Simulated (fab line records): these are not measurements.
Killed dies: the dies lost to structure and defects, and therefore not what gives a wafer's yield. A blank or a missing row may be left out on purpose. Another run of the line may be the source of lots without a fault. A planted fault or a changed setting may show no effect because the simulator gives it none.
Matching of chambers / flow sky130 / 3 sister chambers for SKY_VIA1_HDPCVD_00 on hdpcvd-02
The step deposits SiO2, target thk 1030 nm, time 171.7 s. 18 wafers are shown with their chamber, then 9 later ones without.

## EACH WAFER AND ITS CHAMBER
wafer=L176.1; chamber=2; run-length-s (s)=198.9
wafer=L176.3; chamber=0; run-length-s (s)=199.4
wafer=L176.6; chamber=2; run-length-s (s)=199.2
wafer=L177.3; chamber=1; run-length-s (s)=199.4
wafer=L177.5; chamber=1; run-length-s (s)=199.7
wafer=L177.6; chamber=0; run-length-s (s)=199.8
wafer=L178.1; chamber=0; run-length-s (s)=199.1
wafer=L178.2; chamber=1; run-length-s (s)=199.4
wafer=L178.5; chamber=0; run-length-s (s)=199.0
wafer=L179.1; chamber=2; run-length-s (s)=198.9
wafer=L179.2; chamber=0; run-length-s (s)=199.4
wafer=L179.3; chamber=1; run-length-s (s)=199.9
wafer=L180.1; chamber=2; run-length-s (s)=198.9
wafer=L180.3; chamber=0; run-length-s (s)=199.0
wafer=L180.6; chamber=0; run-length-s (s)=199.3
wafer=L182.1; chamber=1; run-length-s (s)=199.5
wafer=L182.2; chamber=2; run-length-s (s)=199.2
wafer=L182.3; chamber=0; run-length-s (s)=199.4

SIGNATURES, as means of the wafers listed above
reading=run-length-s; chamber 0=199.300; chamber 1=199.580; chamber 2=199.020; scatter within a chamber=0.23
Rule: for each reading, subtract the chamber's mean from the wafer's reading, divide by that reading's scatter and square the result; add these up over the readings and take the root, which gives the wafer's distance from the chamber. The wafer belongs to the nearest chamber; if the next one is less than 2 further off, it can't be placed. How the scatter is found: for the shown wafers, subtract from each reading the mean of its chamber, square and add these, divide the total by (wafers less chambers), then take the root.

## WAFERS MISSING THEIR CHAMBER
wafer=L184.1; run-length-s (s)=199.3
wafer=L184.2; run-length-s (s)=200.0
wafer=L184.4; run-length-s (s)=198.8
wafer=L186.1; run-length-s (s)=199.4
wafer=L186.2; run-length-s (s)=199.0
wafer=L186.6; run-length-s (s)=199.1
wafer=L190.1; run-length-s (s)=200.2
wafer=L190.5; run-length-s (s)=199.8
wafer=L190.6; run-length-s (s)=198.9

## EACH ONE'S CHAMBER
wafer=L184.1; from the rows above=can't be placed: 0 or 1 or 2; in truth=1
wafer=L184.2; from the rows above=can't be placed: 1 or 0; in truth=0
wafer=L184.4; from the rows above=can't be placed: 2 or 0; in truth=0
wafer=L186.1; from the rows above=can't be placed: 0 or 1 or 2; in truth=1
wafer=L186.2; from the rows above=can't be placed: 2 or 0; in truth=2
wafer=L186.6; from the rows above=can't be placed: 2 or 0 or 1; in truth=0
wafer=L190.1; from the rows above=can't be placed: 1 or 0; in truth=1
wafer=L190.5; from the rows above=can't be placed: 1 or 0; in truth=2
wafer=L190.6; from the rows above=can't be placed: 2 or 0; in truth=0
Placed correctly: 0 of 9. From these rows, 9 cannot be placed; in 8 the true chamber is one of the candidates. 0 placed wrongly.
